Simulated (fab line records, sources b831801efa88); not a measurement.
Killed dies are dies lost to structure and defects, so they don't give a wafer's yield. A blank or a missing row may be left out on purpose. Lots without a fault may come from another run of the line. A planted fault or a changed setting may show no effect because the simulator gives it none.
fab line records | flow sky130
record lots=11 wafers=33 last_day=50
route steps=708 shown VIA2@508 PAD_OPEN@708
lots that met no fault: from a run of the same line without faults
start_h: hours from the record's first day to the start of the lot's first wafer shown | wait_h: hours since the lot's step before | " the same as in the row above | L1.1+2: a row that stands for several wafers | - no value, or no start given | * or withheld: withheld | < > ~ a bound
route shown NAME@n: a module of which the file shows steps, and the number in the route of the first | usual: mean/standard deviation of fault-free wafers | same: alike in all rows | chamber/n: place in a boat | sites: the reading at each site | _std_site: their standard deviation | _edge_site: outer sites' mean less inner sites' | radius_mm: how far each site lies from the wafer's centre | mask NAME#n: copy n | behind: the tool/chamber that last shaped the wafer | hold: why the lot was held/for how many hours/how that ended | device: the transistor (n, p or np) that didn't switch | end of line: the same wafers' tests at the end of the route | a step without rows: its recipe alone | killed: dies lost to structure and defects at the first sort, not the wafer's yield | map: a wafer's dies, x killed, . not, _ none there
set.NAME: the setting as run; set.NAME@STEP: as run at that earlier step | model.NAME: the simulator's own value behind a step, which no gauge read
steps of the route over a sample of lots; a table a step, a row a wafer
services: from which hour (start_h, from the record's first day; less than 0 if before it) a tool's chamber was out of use, for how many hours, and why
## steps
# step SKY_VIA2_THK_MEAS_01
# recipe reads=SiO2_of_VIA2_HDPCVD_00
# usual VIA2_HDPCVD_THK=1181/10
# columns lot.wafer tool chamber start_h wait_h VIA2_HDPCVD_THK[nm]
L754.1 film_metro-02 - 815.62 0.1 1166
L754.5 " - " " 1156
L754.6 " - " " 1167
L755.3 film_metro-02 - 824.99 0.1 1194
L755.5 " - " " 1199
L755.6 " - " " 1169
L756.1 film_metro-02 - 832.25 0.1 1178
L756.2 " - " " 1175
L756.4 " - " " 1173
L762.1 film_metro-02 - 886.89 0.1 1169
L762.4 " - " " 1182
L762.5 " - " " 1172
L764.2 film_metro-02 - 902.59 0.1 1182
L764.4 " - " " 1170
L764.5 " - " " 1185
L770.3 film_metro-04 - 939.63 0.1 1174
L770.5 " - " " 1168
L770.6 " - " " 1172
L772.1 film_metro-02 - 952.64 0.1 1181
L772.2 " - " " 1184
L772.4 " - " " 1189
L773.2 film_metro-04 - 963.98 0.1 1190
L773.4 " - " " 1189
L773.6 " - " " 1195
L774.4 film_metro-02 - 969.91 0.0 1193
L774.5 " - " " 1178
L774.6 " - " " 1183
L775.3 film_metro-04 - 972.14 0.1 1195
L775.5 " - " " 1186
L775.6 " - " " 1187
L776.3 film_metro-03 - 977.88 0.1 1173
L776.4 " - " " 1172
L776.5 " - " " 1184
# step SKY_VIA2_ETCH_15
# recipe target=SiO2 chemistry=C4F8/O2/Ar target_depth_nm=546 stop_on=TiN mask_material=KrF-thick source_w=1500 bias_w=1200 pressure_mtorr=40 c4f8_flow_sccm=withheld O2_flow_sccm=6 Ar_flow_sccm=300 time_s=84
# usual bias_w=1200/3.6 oes_product_au=0.940/0.0048
# columns lot.wafer tool chamber start_h wait_h bias_w oes_product_au rf_hours_counter_h
L754.1 rie_diel-03 2 842.48 0.0 1196 0.940 1
L754.5 " 2 " " 1199 0.939 -
L754.6 " 3 " " 1200 0.943 -
L755.3 rie_diel-01 1 851.45 0.0 1201 0.936 7
L755.5 " 0 " " 1198 0.940 -
L755.6 " 3 " " 1205 0.937 -
L756.1 rie_diel-01 2 858.86 0.0 1197 0.939 24
L756.2 " 0 " " 1199 0.943 9
L756.4 " 1 " " 1194 0.951 8
L762.1 rie_diel-04 2 913.43 0.0 1792 0.937 9
L762.4 " 1 " " 1796 0.933 6
L762.5 " 3 " " 1794 0.940 -
L764.2 rie_diel-04 0 928.40 0.0 1797 0.945 19
L764.4 " 1 " " 1788 0.949 7
L764.5 " 3 " " 1791 0.939 -
L770.3 rie_diel-01 0 964.11 0.0 1200 0.937 13
L770.5 " 2 " " 1202 0.940 -
L770.6 " 1 " " 1194 0.945 -
L772.1 rie_diel-01 0 977.05 0.0 1198 0.934 13
L772.2 " 2 " " 1202 0.939 3
L772.4 " 1 " " 1202 0.943 12
L773.2 rie_diel-01 2 988.65 0.0 1206 0.939 4
L773.4 " 0 " " 1196 0.940 14
L773.6 " 0 " " 1196 0.936 -
L774.4 rie_diel-01 3 993.98 0.0 1197 0.938 15
L774.5 " 1 " " 1196 0.939 -
L774.6 " 2 " " 1196 0.939 -
L775.3 rie_diel-04 3 996.01 0.0 1203 0.942 10
L775.5 " 2 " " 1193 0.946 -
L775.6 " 1 " " 1203 0.941 -
L776.3 rie_diel-01 3 1001.81 0.0 1202 0.939 15
L776.4 " 2 " " 1201 0.938 4
L776.5 " 1 " " 1203 0.939 -
# step SKY_VIA2_STRIP_16
# recipe chemistry=O2/N2 power_w=1400 pressure_mtorr=1500 platen_temp_c=withheld o2_flow_sccm=3000 n2_flow_sccm=300 overash_fraction=0.5
# usual drypump_motor_current_A=5.6/0.54 n2_flow_sccm=299.9/0.82 oes_product_au=0.398/0.004 strip_time_to_endpoint_s=4.050/0.021
# columns lot.wafer tool chamber start_h wait_h drypump_motor_current_A n2_flow_sccm oes_product_au rf_hours_counter_h strip_time_to_endpoint_s
L754.1 plasma_asher-02 0 842.54 0.0 6.4 299.1 0.406 10 4.113
L754.5 " 0 " " 6.4 300.3 0.402 - 4.072
L754.6 " 1 " " 4.9 299.3 0.403 - 4.052
L755.3 plasma_asher-02 1 851.55 0.1 4.8 300.6 0.399 - 4.046
L755.5 " 1 " " 4.9 301.0 0.399 - 4.078
L755.6 " 0 " " 6.4 299.3 0.395 - 4.049
L756.1 plasma_asher-01 1 858.93 0.0 5.8 300.5 0.398 101 4.062
L756.2 " 0 " " 5.2 300.2 0.397 101 4.066
L756.4 " 1 " " 5.8 298.8 0.397 - 4.062
L762.1 plasma_asher-02 1 913.49 0.0 4.8 299.2 0.387 17 3.859
L762.4 " 0 " " 6.4 301.8 0.386 - 3.887
L762.5 " 0 " " 6.4 300.1 0.395 - 3.851
L764.2 plasma_asher-02 1 928.46 0.0 4.9 299.0 0.394 19 3.863
L764.4 " 0 " " 6.4 300.3 0.394 - 3.929
L764.5 " 0 " " 6.4 300.3 0.388 - 3.879
L770.3 plasma_asher-01 0 964.21 0.1 5.2 299.2 0.399 - 4.018
L770.5 " 1 " " 5.8 299.9 0.399 - 4.025
L770.6 " 0 " " 5.2 299.4 0.404 - 4.051
L772.1 plasma_asher-04 1 977.11 0.0 5.8 299.6 0.398 82 4.062
L772.2 " 0 " " 5.6 298.9 0.404 82 4.069
L772.4 " 0 " " 5.6 298.9 0.396 - 4.072
L773.2 plasma_asher-04 1 988.72 0.0 5.8 300.4 0.408 84 4.064
L773.4 " 0 " " 5.5 299.1 0.404 - 4.039
L773.6 " 1 " " 5.8 300.7 0.392 - 4.046
L774.4 plasma_asher-04 0 994.07 0.1 5.6 298.4 0.404 - 3.998
L774.5 " 0 " " 5.6 298.9 0.401 - 4.026
L774.6 " 1 " " 5.8 299.4 0.391 - 4.024
L775.3 plasma_asher-04 0 996.10 0.1 5.6 299.3 0.393 - 4.033
L775.5 " 1 " " 5.8 299.2 0.404 - 4.024
L775.6 " 0 " " 5.6 300.9 0.393 - 4.043
L776.3 plasma_asher-02 0 1001.91 0.1 6.4 300.8 0.398 - 4.033
L776.4 " 1 " " 4.9 299.5 0.390 - 4.059
L776.5 " 0 " " 6.4 300.1 0.397 - 4.067
# step SKY_VIA2_RS_MEAS_22
# recipe thk_meas_gauge=four-point-probe reads=W_of_VIA2_CVD_21+TiN_of_VIA2_SPUTTER_20
# usual VIA2_W_RS=0.272/0.0054
# columns lot.wafer tool chamber start_h wait_h VIA2_W_RS[ohm/sq]
L754.1 film_metro-03 - 843.36 0.1 0.277
L754.5 " - " " 0.278
L754.6 " - " " 0.265
L755.3 film_metro-02 - 852.36 0.1 0.277
L755.5 " - " " 0.275
L755.6 " - " " 0.264
L756.1 film_metro-03 - 859.72 0.1 0.274
L756.2 " - " " 0.265
L756.4 " - " " 0.274
L762.1 film_metro-03 - 914.31 0.1 0.272
L762.4 " - " " 0.275
L762.5 " - " " 0.275
L764.2 film_metro-03 - 929.28 0.1 0.278
L764.4 " - " " 0.277
L764.5 " - " " 0.276
L770.3 film_metro-02 - 965.00 0.1 0.277
L770.5 " - " " 0.277
L770.6 " - " " 0.275
L772.1 film_metro-02 - 978.00 0.1 0.266
L772.2 " - " " 0.278
L772.4 " - " " 0.262
L773.2 film_metro-02 - 989.55 0.1 0.272
L773.4 " - " " 0.271
L773.6 " - " " 0.272
L774.4 film_metro-04 - 994.95 0.1 0.276
L774.5 " - " " 0.265
L774.6 " - " " 0.276
L775.3 film_metro-02 - 996.98 0.1 0.272
L775.5 " - " " 0.272
L775.6 " - " " 0.274
L776.3 film_metro-03 - 1002.70 0.1 0.276
L776.4 " - " " 0.265
L776.5 " - " " 0.276
# step SKY_VIA2_THK_MEAS_23
# recipe thk_meas_gauge=xrf reads=W_of_VIA2_CVD_21
# usual VIA2_W_THK=417/9.9
# columns lot.wafer tool chamber start_h wait_h VIA2_W_THK[nm]
L754.1 film_metro-03 - 843.48 0.1 414
L754.5 " - " " 415
L754.6 " - " " 436
L755.3 film_metro-02 - 852.46 0.1 403
L755.5 " - " " 404
L755.6 " - " " 423
L756.1 film_metro-03 - 859.84 0.1 419
L756.2 " - " " 436
L756.4 " - " " 422
L762.1 film_metro-03 - 914.43 0.1 424
L762.4 " - " " 420
L762.5 " - " " 421
L764.2 film_metro-03 - 929.39 0.1 414
L764.4 " - " " 417
L764.5 " - " " 418
L770.3 film_metro-02 - 965.10 0.1 407
L770.5 " - " " 406
L770.6 " - " " 405
L772.1 film_metro-02 - 978.12 0.1 420
L772.2 " - " " 404
L772.4 " - " " 428
L773.2 film_metro-02 - 989.66 0.1 411
L773.4 " - " " 412
L773.6 " - " " 412
L774.4 film_metro-04 - 995.04 0.1 408
L774.5 " - " " 423
L774.6 " - " " 406
L775.3 film_metro-02 - 997.08 0.1 410
L775.5 " - " " 412
L775.6 " - " " 410
L776.3 film_metro-03 - 1002.80 0.1 418
L776.4 " - " " 435
L776.5 " - " " 417
# step SKY_PAD_OPEN_PROBE_99
# usual defect_limited_yield=82.7/1.8 killed_at_M0_to_M3=43/6.8 killed_at_M4_up=3.2/1.8 killed_at_contacts=24/5.2 killed_at_front_end=15/4.2 killed_at_other=0.4/0.62 killed_dies=85/8.7 killed_open=46/6.7 killed_short=39/5.9 sort_bin_3_pad_short=0.9/0.41 sort_bin_5_function=10.2/1.5 sort_bin_6_memory=6.3/1.1 sort_n_pass=407/8.7 sort_yield_pct=82.7/1.8
# same gross_dies=492 killed_at_back_side=0 sort_bin_4_leakage[%]=0 sort_bin_8_speed[%]=0
# columns lot.wafer tool chamber start_h wait_h defect_limited_yield[%] killed_at_M0_to_M3 killed_at_M4_up killed_at_contacts killed_at_front_end killed_at_other killed_dies killed_open killed_short sort_bin_3_pad_short[%] sort_bin_5_function[%] sort_bin_6_memory[%] sort_n_pass sort_yield_pct[%]
L754.1 prober-01 - 1069.82 0.1 83.9 45 0 22 11 1 79 45 34 0.8 8.9 6.3 413 83.9
L754.5 prober-01 - 1070.02 0.2 82.3 46 3 22 16 0 87 50 36 0.8 11.8 5.1 405 82.3
L754.6 prober-01 - 1070.07 0.2 82.3 37 7 31 12 0 87 38 49 0.4 8.9 8.3 405 82.3
L755.3 prober-02 - 1079.06 0.2 80.1 48 3 35 11 1 98 57 41 0.8 11.6 7.5 394 80.1
L755.5 prober-02 - 1079.16 0.2 85.2 42 2 18 11 0 73 35 38 1.2 7.9 5.7 419 85.2
L755.6 prober-02 - 1079.21 0.2 79.1 52 3 30 16 2 103 53 50 1.2 12.8 6.9 389 79.1
L756.1 prober-01 - 1082.27 0.1 79.1 56 3 28 16 0 103 56 47 0.6 12.6 7.7 389 79.1
L756.2 prober-01 - 1082.32 0.1 80.3 54 2 24 17 0 97 55 41 0.8 10.6 8.3 395 80.3
L756.4 prober-01 - 1082.42 0.2 83.1 44 1 21 17 0 83 48 33 0.2 11.0 5.7 409 83.1
L762.1 prober-02 - 1125.35 0.1 85.4 38 0 22 12 0 72 35 37 0.8 7.5 6.3 420 85.4
L762.4 prober-02 - 1125.50 0.2 83.7 45 3 23 9 0 80 42 38 1.2 9.6 5.5 412 83.7
L762.5 prober-02 - 1125.55 0.2 85.6 41 4 18 6 2 71 35 36 0.8 8.1 5.5 421 85.6
L764.2 prober-02 - 1139.66 0.1 81.3 48 0 24 20 0 92 46 44 1.0 12.0 5.7 400 81.3
L764.4 prober-02 - 1139.76 0.2 81.3 45 4 22 19 2 92 40 52 1.2 11.2 6.3 400 81.3
L764.5 prober-02 - 1139.81 0.2 80.7 53 4 31 7 0 95 56 38 1.0 11.0 7.3 397 80.7
L770.3 prober-02 - 1164.02 0.2 79.3 56 4 22 20 0 102 57 45 1.4 12.8 6.5 390 79.3
L770.5 prober-02 - 1164.12 0.2 81.5 51 2 14 23 1 91 48 43 1.2 10.4 6.9 401 81.5
L770.6 prober-02 - 1164.17 0.2 84.1 38 4 18 17 1 78 38 40 0.6 10.0 5.3 414 84.1
L772.1 prober-02 - 1173.28 0.1 81.3 37 5 33 16 1 92 54 37 1.2 11.0 6.5 400 81.3
L772.2 prober-02 - 1173.33 0.1 83.5 31 2 33 15 0 81 40 40 1.0 9.8 5.7 411 83.5
L772.4 prober-02 - 1173.43 0.2 81.3 37 5 28 20 2 92 42 49 1.0 10.2 7.5 400 81.3
L773.2 prober-01 - 1181.49 0.1 80.7 49 1 26 19 0 95 52 43 0.6 11.2 7.5 397 80.7
L773.4 prober-01 - 1181.59 0.2 81.3 49 4 29 10 0 92 51 41 0.6 10.0 8.1 400 81.3
L773.6 prober-01 - 1181.69 0.2 83.9 38 6 21 13 1 79 39 39 0.4 8.9 6.7 413 83.9
L774.4 prober-02 - 1184.00 0.2 83.3 32 2 23 24 1 82 47 35 1.4 11.2 4.1 410 83.3
L774.5 prober-02 - 1184.05 0.2 83.9 42 6 23 8 0 79 37 42 1.2 10.2 4.7 413 83.9
L774.6 prober-02 - 1184.10 0.2 81.5 51 1 27 12 0 91 42 49 2.2 11.8 4.5 401 81.5
L775.3 prober-01 - 1187.46 0.2 86.2 34 4 18 12 0 68 35 33 1.2 7.9 4.7 424 86.2
L775.5 prober-01 - 1187.56 0.2 83.1 43 2 24 14 0 83 49 34 1.2 11.0 4.7 409 83.1
L775.6 prober-01 - 1187.61 0.2 80.1 44 6 34 14 0 98 45 53 0.8 15.2 3.9 394 80.1
L776.3 prober-02 - 1190.73 0.2 84.8 40 1 16 17 1 75 34 41 1.6 8.3 5.3 417 84.8
L776.4 prober-02 - 1190.78 0.2 82.3 44 3 26 13 1 87 43 42 0.8 10.0 6.9 405 82.3
L776.5 prober-02 - 1190.83 0.2 82.9 45 3 21 14 1 84 51 32 0.6 9.1 7.3 408 82.9
# killed by level:class
L754.1 METAL1:geometric_particle:short=9 CONTACT:geometric_particle:open=8 VIA2:geometric_particle:open=8 VIA1:geometric_particle:open=6 VIA3:geometric_particle:open=5 METAL2:geometric_particle:short=5 SPACER:geometric_particle:open=4 LI_CONTACT:geometric_particle:open=4
L754.5 VIA1:geometric_particle:open=12 CONTACT:geometric_particle:open=9 VIA2:geometric_particle:open=9 VIA3:geometric_particle:open=6 LI_CONTACT:geometric_particle:short=5 LI_CONTACT:geometric_particle:open=5 VIA1:geometric_particle:short=5 FIELD_ISO:geometric_particle:short=4
L754.6 LI_CONTACT:geometric_particle:open=9 CONTACT:geometric_particle:open=8 VIA3:geometric_particle:open=7 METAL4:geometric_particle:short=7 LOCAL_INTERCONNECT:geometric_particle:short=6 CONTACT:geometric_particle:short=6 METAL2:geometric_particle:short=5 METAL3:geometric_particle:short=5
L755.3 CONTACT:geometric_particle:open=13 VIA1:geometric_particle:open=12 CONTACT:geometric_particle:short=11 VIA2:geometric_particle:open=9 VIA3:geometric_particle:open=6 POLY_GATE:geometric_particle:open=5 LI_CONTACT:geometric_particle:open=5 METAL1:geometric_particle:short=5
L755.5 VIA3:geometric_particle:open=7 VIA1:geometric_particle:open=7 CONTACT:geometric_particle:short=6 VIA1:geometric_particle:short=6 VIA2:geometric_particle:short=6 FIELD_ISO:geometric_particle:open=5 LOCAL_INTERCONNECT:geometric_particle:short=5 CONTACT:geometric_particle:open=4
L755.6 VIA1:geometric_particle:open=13 LOCAL_INTERCONNECT:geometric_particle:short=9 CONTACT:geometric_particle:open=8 CONTACT:geometric_particle:short=7 FIELD_ISO:geometric_particle:open=6 VIA1:geometric_particle:short=6 VIA3:geometric_particle:open=6 METAL1:geometric_particle:short=6
L756.1 VIA1:geometric_particle:open=12 CONTACT:geometric_particle:open=10 VIA3:geometric_particle:open=9 METAL1:geometric_particle:short=9 FIELD_ISO:geometric_particle:open=6 METAL2:geometric_particle:short=6 CONTACT:geometric_particle:short=5 LI_CONTACT:geometric_particle:open=5
L756.2 VIA3:geometric_particle:open=12 CONTACT:geometric_particle:open=10 VIA1:geometric_particle:open=9 METAL1:geometric_particle:short=6 VIA2:geometric_particle:open=6 LI_CONTACT:geometric_particle:open=5 VIA1:geometric_particle:short=5 METAL2:geometric_particle:short=5
L756.4 CONTACT:geometric_particle:open=11 VIA2:geometric_particle:open=10 VIA3:geometric_particle:open=7 LI_CONTACT:geometric_particle:open=6 METAL1:geometric_particle:short=6 VIA1:geometric_particle:open=6 METAL2:geometric_particle:short=6 POLY_GATE:geometric_particle:short=5
L762.1 CONTACT:geometric_particle:open=10 VIA1:geometric_particle:open=7 LOCAL_INTERCONNECT:geometric_particle:short=6 METAL2:geometric_particle:short=5 VIA3:geometric_particle:open=5 FIELD_ISO:geometric_particle:short=4 CONTACT:geometric_particle:short=4 VIA2:geometric_particle:open=4
L762.4 CONTACT:geometric_particle:open=10 VIA3:geometric_particle:open=7 METAL2:geometric_particle:short=7 VIA2:geometric_particle:open=7 VIA1:geometric_particle:open=6 VIA1:geometric_particle:short=5 LI_CONTACT:geometric_particle:open=4 CONTACT:geometric_particle:short=4
L762.5 VIA1:geometric_particle:open=12 LI_CONTACT:geometric_particle:open=5 CONTACT:geometric_particle:open=5 METAL1:geometric_particle:short=5 LOCAL_INTERCONNECT:geometric_particle:short=4 VIA1:geometric_particle:short=4 VIA2:geometric_particle:short=4 VIA2:geometric_particle:open=4
L764.2 VIA3:geometric_particle:open=10 VIA1:geometric_particle:open=8 CONTACT:geometric_particle:open=7 METAL3:geometric_particle:short=7 FIELD_ISO:geometric_particle:open=6 CONTACT:geometric_particle:short=6 LOCAL_INTERCONNECT:geometric_particle:short=6 FIELD_ISO:geometric_particle:short=5
L764.4 VIA1:geometric_particle:open=9 CONTACT:geometric_particle:open=8 FIELD_ISO:geometric_particle:short=7 CONTACT:geometric_particle:short=6 VIA3:geometric_particle:short=6 VIA3:geometric_particle:open=6 VIA2:geometric_particle:open=5 METAL2:geometric_particle:short=5
L764.5 CONTACT:geometric_particle:open=16 VIA1:geometric_particle:open=11 VIA2:geometric_particle:open=11 VIA1:geometric_particle:short=6 VIA3:geometric_particle:short=6 VIA3:geometric_particle:open=6 METAL2:geometric_particle:short=5 POLY_GATE:geometric_particle:short=5
L770.3 VIA1:geometric_particle:open=13 VIA3:geometric_particle:open=9 FIELD_ISO:geometric_particle:open=8 CONTACT:geometric_particle:open=8 METAL1:geometric_particle:short=7 METAL2:geometric_particle:open=7 LOCAL_INTERCONNECT:geometric_particle:short=6 VIA1:geometric_particle:short=6
L770.5 VIA1:geometric_particle:open=11 VIA2:geometric_particle:open=8 VIA3:geometric_particle:open=7 FIELD_ISO:geometric_particle:short=6 POLY_GATE:geometric_particle:open=6 METAL1:geometric_particle:short=6 METAL2:geometric_particle:short=6 FIELD_ISO:geometric_particle:open=5
L770.6 VIA1:geometric_particle:short=9 VIA1:geometric_particle:open=9 LOCAL_INTERCONNECT:geometric_particle:short=6 CONTACT:geometric_particle:open=6 VIA2:geometric_particle:open=6 FIELD_ISO:geometric_particle:open=5 FIELD_ISO:geometric_particle:short=5 LI_CONTACT:geometric_particle:open=4
L772.1 CONTACT:geometric_particle:open=14 VIA1:geometric_particle:open=12 METAL1:geometric_particle:short=7 FIELD_ISO:geometric_particle:open=6 LI_CONTACT:geometric_particle:open=6 CONTACT:geometric_particle:short=6 LI_CONTACT:geometric_particle:short=4 METAL4:geometric_particle:short=4
L772.2 CONTACT:geometric_particle:open=10 LI_CONTACT:geometric_particle:open=9 METAL1:geometric_particle:short=6 VIA2:geometric_particle:open=5 POLY_GATE:geometric_particle:short=5 LOCAL_INTERCONNECT:geometric_particle:short=5 CONTACT:geometric_particle:short=5 VIA1:geometric_particle:short=5
L772.4 CONTACT:geometric_particle:open=9 VIA1:geometric_particle:open=7 CONTACT:geometric_particle:short=7 FIELD_ISO:geometric_particle:short=6 VIA1:geometric_particle:short=6 METAL1:geometric_particle:short=5 METAL2:geometric_particle:short=5 POLY_GATE:geometric_particle:short=4
L773.2 VIA1:geometric_particle:open=14 CONTACT:geometric_particle:open=10 VIA3:geometric_particle:open=9 VIA1:geometric_particle:short=7 FIELD_ISO:geometric_particle:short=5 LOCAL_INTERCONNECT:geometric_particle:short=5 METAL1:geometric_particle:short=5 POLY_GATE:geometric_particle:short=4
L773.4 VIA1:geometric_particle:open=11 CONTACT:geometric_particle:open=10 VIA2:geometric_particle:open=8 LI_CONTACT:geometric_particle:open=7 METAL1:geometric_particle:short=7 CONTACT:geometric_particle:short=6 METAL2:geometric_particle:short=5 VIA3:geometric_particle:open=5
L773.6 METAL1:geometric_particle:short=11 VIA1:geometric_particle:open=8 CONTACT:geometric_particle:short=8 LI_CONTACT:geometric_particle:open=7 VIA3:geometric_particle:open=7 CONTACT:geometric_particle:open=5 FIELD_ISO:geometric_particle:short=4 POLY_GATE:geometric_particle:open=4
L774.4 CONTACT:geometric_particle:open=10 POLY_GATE:geometric_particle:open=9 LI_CONTACT:geometric_particle:open=8 VIA1:geometric_particle:open=8 POLY_GATE:geometric_particle:short=6 FIELD_ISO:geometric_particle:short=4 LOCAL_INTERCONNECT:geometric_particle:short=4 VIA1:geometric_particle:short=4
L774.5 VIA1:geometric_particle:open=8 VIA2:geometric_particle:open=7 CONTACT:geometric_particle:short=6 CONTACT:geometric_particle:open=6 VIA1:geometric_particle:short=6 LOCAL_INTERCONNECT:geometric_particle:short=5 METAL1:geometric_particle:short=5 VIA3:geometric_particle:open=4
L774.6 METAL2:geometric_particle:short=9 CONTACT:geometric_particle:open=8 LI_CONTACT:geometric_particle:open=7 VIA1:geometric_particle:short=7 VIA1:geometric_particle:open=6 VIA3:geometric_particle:short=6 METAL1:geometric_particle:short=5 METAL1:geometric_particle:open=5
L775.3 VIA1:geometric_particle:open=10 CONTACT:geometric_particle:short=5 VIA3:geometric_particle:open=4 VIA3:geometric_particle:short=4 LOCAL_INTERCONNECT:geometric_particle:short=4 CONTACT:geometric_particle:open=4 METAL1:geometric_particle:short=4 METAL2:geometric_particle:short=4
L775.5 CONTACT:geometric_particle:open=13 VIA1:geometric_particle:open=13 METAL1:geometric_particle:short=8 VIA3:geometric_particle:short=6 VIA2:geometric_particle:open=5 POLY_GATE:geometric_particle:open=4 LI_CONTACT:geometric_particle:open=4 FIELD_ISO:geometric_particle:open=3
L775.6 LI_CONTACT:geometric_particle:open=9 CONTACT:geometric_particle:open=9 VIA1:geometric_particle:short=7 METAL2:geometric_particle:short=7 LI_CONTACT:geometric_particle:short=6 VIA1:geometric_particle:open=6 VIA2:geometric_particle:open=6 POLY_GATE:geometric_particle:open=5
L776.3 VIA1:geometric_particle:open=15 FIELD_ISO:geometric_particle:short=6 CONTACT:geometric_particle:short=5 CONTACT:geometric_particle:open=5 METAL1:geometric_particle:short=5 VIA1:geometric_particle:short=5 SPACER:geometric_particle:short=4 LI_CONTACT:geometric_particle:open=4
L776.4 METAL2:geometric_particle:short=11 LI_CONTACT:geometric_particle:open=9 VIA2:geometric_particle:open=8 LOCAL_INTERCONNECT:geometric_particle:short=7 CONTACT:geometric_particle:open=7 METAL1:geometric_particle:short=7 FIELD_ISO:geometric_particle:short=6 VIA1:geometric_particle:open=4
L776.5 VIA1:geometric_particle:open=9 VIA3:geometric_particle:open=9 LI_CONTACT:geometric_particle:open=8 METAL2:geometric_particle:short=7 CONTACT:geometric_particle:open=5 VIA2:geometric_particle:open=5 METAL1:geometric_particle:short=4 METAL2:geometric_particle:open=4
## services
# columns tool chamber start_h hours kind
rie_diel-04 - 820.65 14.6 pm
rie_diel-04 3 840.41 8.5 repair
rie_diel-01 2 840.47 2.7 repair
rie_diel-03 0 855.31 9.6 repair
rie_diel-03 - 863.85 1.8 repair
rie_diel-01 2 868.69 - clean
rie_diel-01 2 868.69 16.0 scheduled_down
rie_diel-01 2 868.69 16.0 vent_cycle
plasma_asher-01 - 913.59 1.3 repair
rie_diel-03 2 948.23 5.3 repair
rie_diel-03 1 966.45 9.4 repair
rie_diel-03 - 986.06 0.6 repair
plasma_asher-01 - 993.20 0.3 repair
plasma_asher-02 - 994.14 4.0 repair
## key
first_sign step=SKY_VIA2_ETCH_15 reading=bias_w direction=up sigmas=99+ usual=1200 struck=1793
effect step=SKY_VIA2_STRIP_16 reading=strip_time_to_endpoint_s direction=down sigmas=8.1 usual=* struck=*
met_at SKY_VIA2_ETCH_15
struck_lots L762,L764
not_acting_at SKY_VIA2_THK_MEAS_01,SKY_VIA2_RS_MEAS_22,SKY_VIA2_THK_MEAS_23
fault kind=process_parameter_drift tool=rie_diel-04 chamber=- onset_h=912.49 steps=SKY_VIA2_ETCH_15 channel=bias_w offset=593.75 shape=step end_h=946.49 acts_in=these_recipes_only stated=1200
